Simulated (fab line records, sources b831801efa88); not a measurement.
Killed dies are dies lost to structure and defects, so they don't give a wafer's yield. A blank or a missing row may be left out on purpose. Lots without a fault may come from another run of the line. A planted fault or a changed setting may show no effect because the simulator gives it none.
fab line records | flow gf180mcu
record lots=5 wafers=15 last_day=33
route steps=602 shown POLY_GATE@163 HV_LDD@176
lots that met no fault: from a run of the same line without faults
start_h: hours from the record's first day to the start of the lot's first wafer shown | wait_h: hours since the lot's step before | " the same as in the row above | L1.1+2: a row that stands for several wafers | - no value, or no start given | * or withheld: withheld | < > ~ a bound
route shown NAME@n: a module of which the file shows steps, and the number in the route of the first | usual: mean/standard deviation of fault-free wafers | same: alike in all rows | chamber/n: place in a boat | sites: the reading at each site | _std_site: their standard deviation | _edge_site: outer sites' mean less inner sites' | radius_mm: how far each site lies from the wafer's centre | mask NAME#n: copy n | behind: the tool/chamber that last shaped the wafer | hold: why the lot was held/for how many hours/how that ended | device: the transistor (n, p or np) that didn't switch | end of line: the same wafers' tests at the end of the route | a step without rows: its recipe alone | killed: dies lost to structure and defects at the first sort, not the wafer's yield | map: a wafer's dies, x killed, . not, _ none there
set.NAME: the setting as run; set.NAME@STEP: as run at that earlier step | model.NAME: the simulator's own value behind a step, which no gauge read
lots at some steps of the route; a table a step, a row a wafer
services: from which hour (start_h, from the record's first day; less than 0 if before it) a tool's chamber was out of use, for how many hours, and why
## steps
# step GF_POLY_GATE_SOFTBAKE_06
# recipe temp_c=130 time_s=60 resist=KrF
# columns lot.wafer tool chamber start_h wait_h
L079.1+2+5 litho_track-04 0 - -
L081.3+5+6 litho_track-02 0 - -
L083.1+3+5 litho_track-02 0 - -
L086.1+3+4 litho_track-02 0 - -
L092.3+4+6 litho_track-04 0 - -
# step GF_POLY_GATE_EXPOSE_07
# recipe mask_id=Poly2 target_cd_nm=280 na=0.68 source_shape=conventional sigma_outer=0.6 dose_mj=28
# columns lot.wafer tool chamber start_h wait_h mask
L079.1+2+5 krf_scanner-02 0 - - Poly2#0
L081.3+5+6 krf_scanner-01 0 - - Poly2#0
L083.1+3+5 krf_scanner-01 0 - - Poly2#0
L086.1+3+4 krf_scanner-01 0 - - Poly2#0
L092.3+4+6 krf_scanner-02 0 - - Poly2#0
# step GF_POLY_GATE_PEB_08
# recipe peb_temp_c=135 peb_time_s=90 resist=KrF
# columns lot.wafer tool chamber start_h wait_h
L079.1+2+5 litho_track-04 0 - -
L081.3+5+6 litho_track-03 0 - -
L083.1+3+5 litho_track-02 0 - -
L086.1+3+4 litho_track-02 0 - -
L092.3+4+6 litho_track-03 0 - -
# step GF_POLY_GATE_DEVELOP_09
# recipe develop_time_s=60 resist=KrF dev_temp_c=21
# columns lot.wafer tool chamber start_h wait_h
L079.1+2+5 litho_track-04 0 233.33 0.2
L081.3+5+6 litho_track-03 0 245.03 0.1
L083.1+3+5 litho_track-02 0 259.49 0.2
L086.1+3+4 litho_track-02 0 278.29 0.2
L092.3+4+6 litho_track-03 0 322.38 0.1
# step GF_POLY_GATE_CD_MEAS_10
# recipe target_cd_nm=280
# usual cd_nm=280.2/1.3
# columns lot.wafer tool chamber start_h wait_h cd_nm
L079.1 cd_sem-02 - 233.49 0.1 279.1
L079.2 " - " " 280.9
L079.5 " - " " 280.8
L081.3 cd_sem-01 - 245.17 0.1 280.5
L081.5 " - " " 279.8
L081.6 " - " " 280.5
L083.1 cd_sem-02 - 259.64 0.1 279.3
L083.3 " - " " 279.1
L083.5 " - " " 278.9
L086.1 cd_sem-02 - 278.44 0.1 280.7
L086.3 " - " " 280.7
L086.4 " - " " 280.7
L092.3 cd_sem-01 - 322.52 0.1 280.9
L092.4 " - " " 279.8
L092.6 " - " " 281.7
# step GF_POLY_GATE_OVL_MEAS_11
# usual POLY_GATE_OVL=2/5.5
# columns lot.wafer tool chamber start_h wait_h POLY_GATE_OVL[nm]
L079.1 overlay-01 - 233.61 0.1 -7
L079.2 " - " " 5
L079.5 " - " " -3
L081.3 overlay-01 - 245.26 0.1 -9
L081.5 " - " " -11
L081.6 " - " " -9
L083.1 overlay-01 - 259.76 0.1 -5
L083.3 " - " " -1
L083.5 " - " " -2
L086.1 overlay-01 - 278.56 0.1 -4
L086.3 " - " " -2
L086.4 " - " " 3
L092.3 overlay-01 - 322.61 0.1 3
L092.4 " - " " 9
L092.6 " - " " 10
# step GF_POLY_GATE_ETCH_12
# recipe chemistry=N2/H2 target_depth_a=withheld overetch_a=withheld time_s=withheld target=BARC ion_energy_ev=200 source_w=500 bias_w=100 pressure_mtorr=30 n2_flow_sccm=100 h2_flow_sccm=200
# usual drypump_motor_current_A=5.9/0.51 oes_product_au=0.735/0.0044 throttle_valve_pct=13.215/0.0083
# columns lot.wafer tool chamber start_h wait_h drypump_motor_current_A oes_product_au throttle_valve_pct
L079.1 rie_diel-02 0 233.65 0.0 6.4 0.742 13.216
L079.2 " 2 " " 5.4 0.733 13.212
L079.5 " 1 " " 5.0 0.731 13.221
L081.3 rie_diel-02 3 245.28 0.0 6.1 0.742 13.218
L081.5 " 1 " " 5.0 0.734 13.213
L081.6 " 0 " " 6.3 0.739 13.212
L083.1 rie_diel-02 1 259.79 0.0 5.0 0.738 13.206
L083.3 " 3 " " 6.0 0.732 13.212
L083.5 " 3 " " 6.1 0.731 13.209
L086.1 rie_diel-04 0 278.59 0.0 6.7 0.731 13.222
L086.3 " 2 " " 6.1 0.733 13.205
L086.4 " 3 " " 6.4 0.736 13.212
L092.3 rie_diel-04 2 322.63 0.0 6.1 0.740 13.219
L092.4 " 1 " " 6.1 0.738 13.219
L092.6 " 0 " " 6.7 0.735 13.229
# step GF_POLY_GATE_ETCH_13
# recipe target=poly-Si target_depth_nm=198.5 stop_on=SiO2 over_etch_frac=0.403 chemistry=HBr/Cl2 icp_w=400 bias_w=100 pressure_mtorr=10 HBr_flow_sccm=150 Cl2_flow_sccm=50 time_s=69.6
# usual drypump_motor_current_A=5.9/0.46 oes_product_au=0.995/0.0099 throttle_valve_pct=33.685/0.0098
# columns lot.wafer tool chamber start_h wait_h drypump_motor_current_A oes_product_au rf_hours_counter_h throttle_valve_pct
L079.1 rie_si-01 0 233.70 - 6.3 0.968 2 33.683
L079.2 " 3 " " 6.3 0.998 1 33.694
L079.5 " 3 " " 6.2 0.986 - 33.689
L081.3 rie_si-01 2 245.33 - 5.0 1.001 73 33.691
L081.5 " 3 " " 6.3 0.996 - 33.684
L081.6 " 2 " " 5.1 1.004 - 33.674
L083.1 rie_si-02 2 259.84 - 5.6 0.992 2 33.682
L083.3 " 1 " " 5.9 1.001 1 33.671
L083.5 " 1 " " 5.9 0.997 - 33.691
L086.1 rie_si-01 2 278.64 - 5.1 0.998 73 33.684
L086.3 " 1 " " 6.5 0.998 0 33.699
L086.4 " 3 " " 6.3 1.005 1 33.702
L092.3 rie_si-01 0 322.68 - 6.3 0.987 3 33.686
L092.4 " 2 " " 5.1 1.008 73 33.711
L092.6 " 1 " " 6.5 1.013 - 33.680
# step GF_POLY_GATE_STRIP_14
# recipe chemistry=O2/N2 power_w=1400 pressure_mtorr=1500 platen_temp_c=250 o2_flow_sccm=3000 n2_flow_sccm=300 overash_fraction=0.5
# usual drypump_motor_current_A=5.61/0.28 heater_power_w=324/23 oes_product_au=0.505/0.0044
# columns lot.wafer tool chamber start_h wait_h drypump_motor_current_A heater_power_w oes_product_au rf_hours_counter_h
L079.1 plasma_asher-02 1 233.75 0.0 5.59 300 0.510 58
L079.2 " 0 " " 5.62 319 0.501 58
L079.5 " 0 " " 5.62 325 0.505 -
L081.3 plasma_asher-02 0 245.42 0.1 5.58 313 0.505 -
L081.5 " 0 " " 5.60 324 0.508 -
L081.6 " 1 " " 5.58 304 0.501 -
L083.1 plasma_asher-01 1 259.90 0.0 5.54 356 0.507 46
L083.3 " 0 " " 5.88 323 0.498 -
L083.5 " 0 " " 5.90 323 0.501 -
L086.1 plasma_asher-03 0 278.70 0.0 5.17 351 0.503 15
L086.3 " 0 " " 5.16 357 0.503 -
L086.4 " 1 " " 5.99 298 0.496 -
L092.3 plasma_asher-03 1 322.77 0.1 6.00 299 0.508 -
L092.4 " 0 " " 5.18 354 0.503 -
L092.6 " 1 " " 5.98 293 0.507 -
# step GF_POLY_GATE_CLEAN_15
# recipe chemistry=SC1/SC2 mix=1:4:20 temp_c=70 time_s=150 dry=n2_spin
# columns lot.wafer tool chamber start_h wait_h
L079.1+2+5 wet_bench-04 2 233.85 0.1
L081.3+5+6 wet_bench-03 3 245.49 0.0
L083.1+3+5 wet_bench-04 3 260.00 0.1
L086.1+3+4 wet_bench-03 1 278.80 0.1
L092.3+4+6 wet_bench-01 1 322.84 0.0
# step GF_POLY_GATE_OXIDATION_16
# recipe temp_c=850 ambient=O2 stabilise_s=600 purge_s=300 target_thk_a=40 ox_time_s=899
# columns lot.wafer tool chamber start_h wait_h
L079.1+2+5 furnace-01 0 233.91 0.0
L081.3+5+6 furnace-01 0 246.19 0.6
L083.1+3+5 furnace-01 0 261.58 1.5
L086.1+3+4 furnace-01 0 280.92 2.1
L092.3+4+6 furnace-02 0 327.32 4.4
# step GF_POLY_GATE_THK_MEAS_17
# recipe reads=SiO2_of_POLY_GATE_OXIDATION_16
# usual POLY_GATE_OXIDATION_THK=4.02/0.085
# columns lot.wafer tool chamber start_h wait_h POLY_GATE_OXIDATION_THK[nm]
L079.1 film_metro-03 - 235.16 0.0 3.99
L079.2 " - " " 4.04
L079.5 " - " " 4.00
L081.3 film_metro-01 - 247.46 0.0 4.09
L081.5 " - " " 4.03
L081.6 " - " " 4.12
L083.1 film_metro-02 - 262.83 0.0 4.06
L083.3 " - " " 4.03
L083.5 " - " " 4.08
L086.1 film_metro-01 - 282.17 0.0 3.96
L086.3 " - " " 4.02
L086.4 " - " " 3.96
L092.3 film_metro-03 - 328.59 0.0 4.12
L092.4 " - " " 4.21
L092.6 " - " " 4.16
# step GF_POLY_GATE_CD_MEAS_18
# usual cd_nm=279.6/2.8
# columns lot.wafer tool chamber start_h wait_h cd_nm
L079.1 cd_sem-02 - 235.22 0.1 279.5
L079.2 " - " " 283.6
L079.5 " - " " 286.4
L081.3 cd_sem-01 - 247.56 0.1 274.5
L081.5 " - " " 285.0
L081.6 " - " " 277.1
L083.1 cd_sem-02 - 262.89 0.1 279.8
L083.3 " - " " 275.4
L083.5 " - " " 275.6
L086.1 cd_sem-01 - 282.23 0.1 277.1
L086.3 " - " " 277.2
L086.4 " - " " 282.6
L092.3 cd_sem-01 - 328.69 0.1 278.6
L092.4 " - " " 276.6
L092.6 " - " " 278.7
# step GF_HV_LDD_DEHYDRATE_00
# recipe temp_c=200 time_s=60
# columns lot.wafer tool chamber start_h wait_h
L079.1+2+5 litho_track-04 0 244.18 8.9
L081.3+5+6 litho_track-02 0 255.69 8.1
L083.1+3+5 litho_track-02 0 272.14 9.2
L086.1+3+4 litho_track-01 0 291.17 8.9
L092.3+4+6 litho_track-04 0 338.33 9.6
# step GF_HV_LDD_HMDS_01
# recipe prime_time_s=60 prime_temp_c=120
# columns lot.wafer tool chamber start_h wait_h
L079.1+2+5 litho_track-04 0 244.33 0.1
L081.3+5+6 litho_track-02 0 255.84 0.1
L083.1+3+5 litho_track-02 0 272.29 0.1
L086.1+3+4 litho_track-01 0 291.32 0.1
L092.3+4+6 litho_track-04 0 338.48 0.1
# step GF_HV_LDD_COAT_02
# recipe resist=NOVOLAK spin_rpm=3000 resist_thk_nm=1000
# columns lot.wafer tool chamber start_h wait_h
L079.1+2+5 litho_track-04 0 244.48 0.1
L081.3+5+6 litho_track-02 0 255.99 0.1
L083.1+3+5 litho_track-02 0 272.44 0.1
L086.1+3+4 litho_track-01 0 291.47 0.1
L092.3+4+6 litho_track-04 0 338.63 0.1
# step GF_HV_LDD_SOFTBAKE_03
# recipe temp_c=90 time_s=60 resist=NOVOLAK
# columns lot.wafer tool chamber start_h wait_h
L079.1+2+5 litho_track-04 0 244.63 0.1
L081.3+5+6 litho_track-02 0 256.14 0.1
L083.1+3+5 litho_track-02 0 272.59 0.1
L086.1+3+4 litho_track-01 0 291.62 0.1
L092.3+4+6 litho_track-04 0 338.78 0.1
# step GF_HV_LDD_EXPOSE_04
# recipe mask_id=Nplus_LV_AREA target_cd_nm=400 na=0.6 source_shape=conventional sigma_outer=0.6 dose_mj=140
# columns lot.wafer tool chamber start_h wait_h mask
L079.1+2+5 iline_stepper-01 0 - - Nplus_LV_AREA#0
L081.3+5+6 iline_stepper-02 0 - - Nplus_LV_AREA#0
L083.1+3+5 iline_stepper-01 0 - - Nplus_LV_AREA#0
L086.1+3+4 iline_stepper-02 0 - - Nplus_LV_AREA#0
L092.3+4+6 iline_stepper-01 0 - - Nplus_LV_AREA#0
# step GF_HV_LDD_PEB_05
# recipe temp_c=withheld time_s=* resist=NOVOLAK
# columns lot.wafer tool chamber start_h wait_h
L079.1+2+5 litho_track-01 0 - -
L081.3+5+6 litho_track-04 0 - -
L083.1+3+5 litho_track-02 0 - -
L086.1+3+4 litho_track-01 0 - -
L092.3+4+6 litho_track-02 0 - -
# step GF_HV_LDD_DEVELOP_06
# recipe develop_time_s=60 dev_temp_c=23
# columns lot.wafer tool chamber start_h wait_h
L079.1+2+5 litho_track-01 0 254.07 0.1
L081.3+5+6 litho_track-04 0 265.93 0.1
L083.1+3+5 litho_track-02 0 281.89 0.1
L086.1+3+4 litho_track-01 0 301.32 0.1
L092.3+4+6 litho_track-02 0 349.78 0.1
# step GF_HV_LDD_CD_MEAS_07
# recipe target_cd_nm=400
# usual cd_nm=399.7/1.9
# columns lot.wafer tool chamber start_h wait_h cd_nm
L079.1 cd_sem-02 - 254.22 0.1 400.7
L079.2 " - " " 399.6
L079.5 " - " " 399.8
L081.3 cd_sem-01 - 266.07 0.1 399.2
L081.5 " - " " 399.6
L081.6 " - " " 399.0
L083.1 cd_sem-02 - 282.04 0.1 401.7
L083.3 " - " " 403.0
L083.5 " - " " 401.3
L086.1 cd_sem-01 - 301.47 0.1 405.3
L086.3 " - " " 401.4
L086.4 " - " " 403.2
L092.3 cd_sem-01 - 349.92 0.1 397.8
L092.4 " - " " 398.6
L092.6 " - " " 397.7
# step GF_HV_LDD_OVL_MEAS_08
# usual HV_LDD_OVL=-0.8/1.4
# columns lot.wafer tool chamber start_h wait_h HV_LDD_OVL[nm]
L079.1 overlay-02 - 254.34 0.1 -0.8
L079.2 " - " " -0.5
L079.5 " - " " 0.2
L081.3 overlay-01 - 266.16 0.1 0.5
L081.5 " - " " 0.5
L081.6 " - " " -0.1
L083.1 overlay-02 - 282.16 0.1 1.2
L083.3 " - " " 0.8
L083.5 " - " " -0.1
L086.1 overlay-02 - 301.59 0.1 -0.4
L086.3 " - " " 1.3
L086.4 " - " " 0.2
L092.3 overlay-02 - 350.02 0.1 -3.1
L092.4 " - " " -3.8
L092.6 " - " " -2.7
# step GF_HV_LDD_IMPLANT_09
# recipe species=As energy_kev=40 dose_cm2=1e+14 tilt_deg=7
# usual tilt_deg=6.997/0.022
# columns lot.wafer tool chamber start_h wait_h tilt_deg
L079.1 implanter-04 0 254.38 0.0 6.969
L079.2 " 0 " " 7.019
L079.5 " 0 " " 7.014
L081.3 implanter-01 0 266.24 0.1 7.003
L081.5 " 0 " " 6.983
L081.6 " 0 " " 6.983
L083.1 implanter-01 0 282.19 0.0 6.990
L083.3 " 0 " " 7.012
L083.5 " 0 " " 7.015
L086.1 implanter-03 0 301.63 0.0 7.053
L086.3 " 0 " " 6.993
L086.4 " 0 " " 6.989
L092.3 implanter-03 0 350.09 0.1 7.013
L092.4 " 0 " " 7.013
L092.6 " 0 " " 7.052
# step GF_HV_LDD_STRIP_10
# recipe chemistry=O2/N2 power_w=1400 pressure_mtorr=1500 platen_temp_c=250 o2_flow_sccm=3000 n2_flow_sccm=300 overash_fraction=0.5
# usual drypump_motor_current_A=5.7/0.33 heater_power_w=323/38 oes_product_au=0.716/0.0046 strip_time_to_endpoint_s=12.632/0.028
# columns lot.wafer tool chamber start_h wait_h drypump_motor_current_A heater_power_w oes_product_au rf_hours_counter_h strip_time_to_endpoint_s
L079.1 plasma_asher-04 1 254.53 0.1 5.7 331 0.719 63 12.672
L079.2 " 0 " " 6.3 242 0.722 63 12.647
L079.5 " 0 " " 6.2 240 0.718 - 12.604
L081.3 plasma_asher-01 1 266.37 0.1 5.5 353 0.709 - 12.616
L081.5 " 1 " " 5.6 365 0.707 - 12.658
L081.6 " 0 " " 5.9 320 0.719 - 12.595
L083.1 plasma_asher-04 0 282.34 0.1 6.2 249 0.721 66 12.610
L083.3 " 1 " " 5.7 323 0.716 - 12.621
L083.5 " 1 " " 5.7 310 0.711 - 12.656
L086.1 plasma_asher-03 0 301.78 0.1 5.1 360 0.724 17 12.610
L086.3 " 1 " " 6.0 300 0.716 - 12.611
L086.4 " 0 " " 5.1 360 0.719 - 12.594
L092.3 plasma_asher-04 0 350.22 0.1 6.3 243 0.723 - 12.610
L092.4 " 1 " " 5.7 315 0.711 - 12.619
L092.6 " 0 " " 6.2 249 0.714 - 12.614
# step GF_HV_LDD_TW_MEAS_11
# usual HV_LDD_TW=2413/33
# columns lot.wafer tool chamber start_h wait_h HV_LDD_TW
L079.1 film_metro-01 - 254.63 0.1 2389
L079.2 " - " " 2401
L079.5 " - " " 2397
L081.3 film_metro-04 - 266.46 0.1 2378
L081.5 " - " " 2392
L081.6 " - " " 2387
L083.1 film_metro-01 - 282.44 0.1 2381
L083.3 " - " " 2381
L083.5 " - " " 2403
L086.1 film_metro-01 - 301.88 0.1 2382
L086.3 " - " " 2381
L086.4 " - " " 2392
L092.3 film_metro-01 - 350.31 0.1 2389
L092.4 " - " " 2398
L092.6 " - " " 2393
# step GF_HV_LDD_DEHYDRATE_12
# recipe temp_c=200 time_s=60
# columns lot.wafer tool chamber start_h wait_h
L079.1+2+5 litho_track-04 0 263.58 8.9
L081.3+5+6 litho_track-02 0 275.64 9.2
L083.1+3+5 litho_track-01 0 291.77 9.3
L086.1+3+4 litho_track-01 0 311.72 9.8
L092.3+4+6 litho_track-04 0 360.43 10.1
# step GF_HV_LDD_HMDS_13
# recipe prime_time_s=60 prime_temp_c=120
# columns lot.wafer tool chamber start_h wait_h
L079.1+2+5 litho_track-04 0 263.73 0.1
L081.3+5+6 litho_track-02 0 275.79 0.1
L083.1+3+5 litho_track-01 0 291.92 0.1
L086.1+3+4 litho_track-01 0 311.87 0.1
L092.3+4+6 litho_track-04 0 360.58 0.1
# step GF_HV_LDD_COAT_14
# recipe resist=NOVOLAK spin_rpm=3000 resist_thk_nm=1000
# columns lot.wafer tool chamber start_h wait_h
L079.1+2+5 litho_track-04 0 263.88 0.1
L081.3+5+6 litho_track-02 0 275.94 0.1
L083.1+3+5 litho_track-01 0 292.07 0.1
L086.1+3+4 litho_track-01 0 312.02 0.1
L092.3+4+6 litho_track-04 0 360.73 0.1
# step GF_HV_LDD_SOFTBAKE_15
# recipe temp_c=90 time_s=60 resist=NOVOLAK
# columns lot.wafer tool chamber start_h wait_h
L079.1+2+5 litho_track-04 0 264.03 0.1
L081.3+5+6 litho_track-02 0 276.09 0.1
L083.1+3+5 litho_track-01 0 292.22 0.1
L086.1+3+4 litho_track-01 0 312.17 0.1
L092.3+4+6 litho_track-04 0 360.88 0.1
# step GF_HV_LDD_EXPOSE_16
# recipe mask_id=Pplus_LV_AREA target_cd_nm=400 na=0.6 source_shape=conventional sigma_outer=0.6 dose_mj=140
# columns lot.wafer tool chamber start_h wait_h mask
L079.1+2+5 iline_stepper-01 0 - - Pplus_LV_AREA#0
L081.3+5+6 iline_stepper-01 0 - - Pplus_LV_AREA#0
L083.1+3+5 iline_stepper-01 0 - - Pplus_LV_AREA#0
L086.1+3+4 iline_stepper-02 0 - - Pplus_LV_AREA#0
L092.3+4+6 iline_stepper-02 0 - - Pplus_LV_AREA#0
# step GF_HV_LDD_PEB_17
# recipe temp_c=withheld time_s=* resist=NOVOLAK
# columns lot.wafer tool chamber start_h wait_h
L079.1+2+5 litho_track-02 0 - -
L081.3+5+6 litho_track-01 0 - -
L083.1+3+5 litho_track-01 0 - -
L086.1+3+4 litho_track-02 0 - -
L092.3+4+6 litho_track-02 0 - -
# step GF_HV_LDD_DEVELOP_18
# recipe develop_time_s=60 dev_temp_c=23
# columns lot.wafer tool chamber start_h wait_h
L079.1+2+5 litho_track-02 0 273.54 0.1
L081.3+5+6 litho_track-01 0 285.67 0.1
L083.1+3+5 litho_track-01 0 301.97 0.1
L086.1+3+4 litho_track-02 0 322.49 0.1
L092.3+4+6 litho_track-02 0 370.88 0.1
# step GF_HV_LDD_CD_MEAS_19
# recipe target_cd_nm=400
# usual cd_nm=399.8/2.6
# columns lot.wafer tool chamber start_h wait_h cd_nm
L079.1 cd_sem-01 - 273.69 0.1 400.0
L079.2 " - " " 399.1
L079.5 " - " " 399.3
L081.3 cd_sem-01 - 285.81 0.1 402.4
L081.5 " - " " 403.4
L081.6 " - " " 403.0
L083.1 cd_sem-02 - 302.12 0.1 399.2
L083.3 " - " " 400.8
L083.5 " - " " 398.5
L086.1 cd_sem-01 - 322.64 0.1 402.0
L086.3 " - " " 403.3
L086.4 " - " " 403.1
L092.3 cd_sem-01 - 371.02 0.1 393.7
L092.4 " - " " 395.2
L092.6 " - " " 396.5
# step GF_HV_LDD_OVL_MEAS_20
# usual HV_LDD_01_OVL=0.9/1.6
# columns lot.wafer tool chamber start_h wait_h HV_LDD_01_OVL[nm]
L079.1 overlay-02 - 273.81 0.1 -0.5
L079.2 " - " " -0.1
L079.5 " - " " -1.9
L081.3 overlay-01 - 285.90 0.1 -1.3
L081.5 " - " " -1.0
L081.6 " - " " -0.4
L083.1 overlay-01 - 302.24 0.1 1.6
L083.3 " - " " 1.5
L083.5 " - " " 2.0
L086.1 overlay-02 - 322.76 0.1 4.0
L086.3 " - " " 2.6
L086.4 " - " " 3.6
L092.3 overlay-02 - 371.12 0.1 0.2
L092.4 " - " " 0.8
L092.6 " - " " 1.3
# step GF_HV_LDD_IMPLANT_21
# recipe species=BF2 energy_kev=25 dose_cm2=5e+13 tilt_deg=7
# usual tilt_deg=6.998/0.024
# columns lot.wafer tool chamber start_h wait_h tilt_deg
L079.1 implanter-01 0 273.84 0.0 7.027
L079.2 " 0 " " 7.007
L079.5 " 0 " " 7.000
L081.3 implanter-01 0 285.98 0.1 6.989
L081.5 " 0 " " 7.018
L081.6 " 0 " " 7.008
L083.1 implanter-01 0 302.28 0.0 6.989
L083.3 " 0 " " 6.990
L083.5 " 0 " " 6.990
L086.1 implanter-04 0 322.79 0.0 6.970
L086.3 " 0 " " 7.026
L086.4 " 0 " " 6.998
L092.3 implanter-03 0 371.19 0.1 6.969
L092.4 " 0 " " 6.997
L092.6 " 0 " " 7.017
# step GF_HV_LDD_STRIP_22
# recipe chemistry=O2/N2 power_w=1400 pressure_mtorr=1500 platen_temp_c=250 o2_flow_sccm=3000 n2_flow_sccm=300 overash_fraction=0.5
# usual drypump_motor_current_A=5.7/0.34 heater_power_w=321/40 oes_product_au=0.716/0.0047 strip_time_to_endpoint_s=12.63/0.034
# columns lot.wafer tool chamber start_h wait_h drypump_motor_current_A heater_power_w oes_product_au rf_hours_counter_h strip_time_to_endpoint_s
L079.1 plasma_asher-01 0 273.99 0.1 5.9 317 0.715 48 12.61
L079.2 " 1 " " 5.6 358 0.723 48 12.60
L079.5 " 0 " " 5.9 319 0.722 - 12.64
L081.3 plasma_asher-03 0 286.11 0.1 5.1 353 0.716 - 12.65
L081.5 " 0 " " 5.1 355 0.711 - 12.67
L081.6 " 1 " " 6.0 306 0.717 - 12.64
L083.1 plasma_asher-01 0 302.43 0.1 5.9 325 0.719 51 12.59
L083.3 " 0 " " 5.9 323 0.717 - 12.62
L083.5 " 1 " " 5.6 369 0.714 - 12.63
L086.1 plasma_asher-01 1 322.94 0.1 5.6 362 0.717 53 12.62
L086.3 " 0 " " 5.9 329 0.722 - 12.66
L086.4 " 1 " " 5.6 366 0.717 - 12.66
L092.3 plasma_asher-03 1 371.32 0.1 6.0 305 0.719 - 12.68
L092.4 " 0 " " 5.1 360 0.716 - 12.64
L092.6 " 1 " " 6.0 299 0.717 - 12.63
# step GF_HV_LDD_TW_MEAS_23
# usual HV_LDD_2_TW=1056/13
# columns lot.wafer tool chamber start_h wait_h HV_LDD_2_TW
L079.1 film_metro-01 - 274.09 0.1 1040
L079.2 " - " " 1042
L079.5 " - " " 1044
L081.3 film_metro-03 - 286.20 0.1 1062
L081.5 " - " " 1063
L081.6 " - " " 1063
L083.1 film_metro-04 - 302.53 0.1 1046
L083.3 " - " " 1048
L083.5 " - " " 1051
L086.1 film_metro-03 - 323.04 0.1 1080
L086.3 " - " " 1074
L086.4 " - " " 1073
L092.3 film_metro-01 - 371.41 0.1 1045
L092.4 " - " " 1043
L092.6 " - " " 1046
# step GF_HV_LDD_DEHYDRATE_24
# recipe temp_c=200 time_s=60
# columns lot.wafer tool chamber start_h wait_h
L079.1+2+5 litho_track-02 0 283.34 9.2
L081.3+5+6 litho_track-04 0 294.98 8.8
L083.1+3+5 litho_track-04 0 312.38 9.8
L086.1+3+4 litho_track-02 0 332.58 9.5
L092.3+4+6 litho_track-01 0 383.07 11.6
# step GF_HV_LDD_HMDS_25
# recipe prime_time_s=60 prime_temp_c=120
# columns lot.wafer tool chamber start_h wait_h
L079.1+2+5 litho_track-02 0 283.49 0.1
L081.3+5+6 litho_track-04 0 295.13 0.1
L083.1+3+5 litho_track-04 0 312.53 0.1
L086.1+3+4 litho_track-02 0 332.73 0.1
L092.3+4+6 litho_track-01 0 383.22 0.1
# step GF_HV_LDD_COAT_26
# recipe resist=NOVOLAK spin_rpm=3000 resist_thk_nm=1000
# columns lot.wafer tool chamber start_h wait_h
L079.1+2+5 litho_track-02 0 283.64 0.1
L081.3+5+6 litho_track-04 0 295.28 0.1
L083.1+3+5 litho_track-04 0 312.68 0.1
L086.1+3+4 litho_track-02 0 332.88 0.1
L092.3+4+6 litho_track-01 0 383.37 0.1
# step GF_HV_LDD_SOFTBAKE_27
# recipe temp_c=90 time_s=60 resist=NOVOLAK
# columns lot.wafer tool chamber start_h wait_h
L079.1+2+5 litho_track-02 0 283.79 0.1
L081.3+5+6 litho_track-04 0 295.43 0.1
L083.1+3+5 litho_track-04 0 312.83 0.1
L086.1+3+4 litho_track-02 0 333.03 0.1
L092.3+4+6 litho_track-01 0 383.52 0.1
# step GF_HV_LDD_EXPOSE_28
# recipe mask_id=Nplus_HV_AREA target_cd_nm=400 na=0.6 source_shape=conventional sigma_outer=0.6 dose_mj=140
# columns lot.wafer tool chamber start_h wait_h mask
L079.1+2+5 iline_stepper-02 0 - - Nplus_HV_AREA#0
L081.3+5+6 iline_stepper-01 0 - - Nplus_HV_AREA#0
L083.1+3+5 iline_stepper-02 0 - - Nplus_HV_AREA#0
L086.1+3+4 iline_stepper-01 0 - - Nplus_HV_AREA#0
L092.3+4+6 iline_stepper-01 0 - - Nplus_HV_AREA#0
# step GF_HV_LDD_PEB_29
# recipe temp_c=withheld time_s=* resist=NOVOLAK
# columns lot.wafer tool chamber start_h wait_h
L079.1+2+5 litho_track-01 0 - -
L081.3+5+6 litho_track-04 0 - -
L083.1+3+5 litho_track-04 0 - -
L086.1+3+4 litho_track-01 0 - -
L092.3+4+6 litho_track-04 0 - -
# step GF_HV_LDD_DEVELOP_30
# recipe develop_time_s=60 dev_temp_c=23
# columns lot.wafer tool chamber start_h wait_h
L079.1+2+5 litho_track-01 0 293.17 0.1
L081.3+5+6 litho_track-04 0 305.43 0.1
L083.1+3+5 litho_track-04 0 323.23 0.1
L086.1+3+4 litho_track-01 0 343.32 0.1
L092.3+4+6 litho_track-04 0 394.88 0.1
# step GF_HV_LDD_CD_MEAS_31
# recipe target_cd_nm=400
# usual cd_nm=400.1/2.2
# columns lot.wafer tool chamber start_h wait_h cd_nm
L079.1 cd_sem-01 - 293.32 0.1 400.3
L079.2 " - " " 402.5
L079.5 " - " " 400.1
L081.3 cd_sem-02 - 305.57 0.1 402.9
L081.5 " - " " 400.6
L081.6 " - " " 400.4
L083.1 cd_sem-01 - 323.38 0.1 398.1
L083.3 " - " " 398.5
L083.5 " - " " 397.7
L086.1 cd_sem-01 - 343.47 0.1 396.7
L086.3 " - " " 397.5
L086.4 " - " " 399.0
L092.3 cd_sem-02 - 395.02 0.1 397.6
L092.4 " - " " 399.0
L092.6 " - " " 400.2
# step GF_HV_LDD_OVL_MEAS_32
# usual HV_LDD_02_OVL=0.1/1.6
# columns lot.wafer tool chamber start_h wait_h HV_LDD_02_OVL[nm]
L079.1 overlay-02 - 293.44 0.1 1.4
L079.2 " - " " 4.9
L079.5 " - " " 1.0
L081.3 overlay-01 - 305.66 0.1 -1.7
L081.5 " - " " -2.1
L081.6 " - " " 1.1
L083.1 overlay-02 - 323.50 0.1 2.4
L083.3 " - " " 0.5
L083.5 " - " " 2.4
L086.1 overlay-01 - 343.59 0.1 -0.4
L086.3 " - " " 0.1
L086.4 " - " " -2.5
L092.3 overlay-02 - 395.11 0.1 1.3
L092.4 " - " " 0.1
L092.6 " - " " 2.6
## services
# columns tool chamber start_h hours kind
iline_stepper-01 - 202.09 4.3 repair
implanter-03 - 215.94 6.1 repair
iline_stepper-01 - 216.35 1.7 pm
rie_si-01 - 216.47 0.8 repair
rie_si-01 - 218.24 3.1 repair
krf_scanner-01 - 232.70 1.0 pm
plasma_asher-03 - 235.64 0.9 repair
implanter-01 - 241.18 4.8 pm
krf_scanner-01 - 249.67 0.8 pm
implanter-01 - 251.80 2.2 repair
plasma_asher-01 - 255.45 1.1 repair
plasma_asher-01 - 256.44 1.5 repair
krf_scanner-01 - 297.97 0.4 repair
furnace-01 - 301.83 3.2 pm
plasma_asher-04 - 303.38 2.0 repair
implanter-01 - 306.29 1.9 repair
plasma_asher-03 - 307.79 0.6 repair
furnace-01 - 315.71 15.4 pm
rie_si-01 2 328.14 3.0 repair
furnace-01 - 343.71 19.7 repair
implanter-01 - 349.99 10.7 repair
plasma_asher-01 - 361.93 2.8 pm
iline_stepper-02 - 386.04 1.7 pm
furnace-01 - 392.08 2.9 pm
## key
fault none
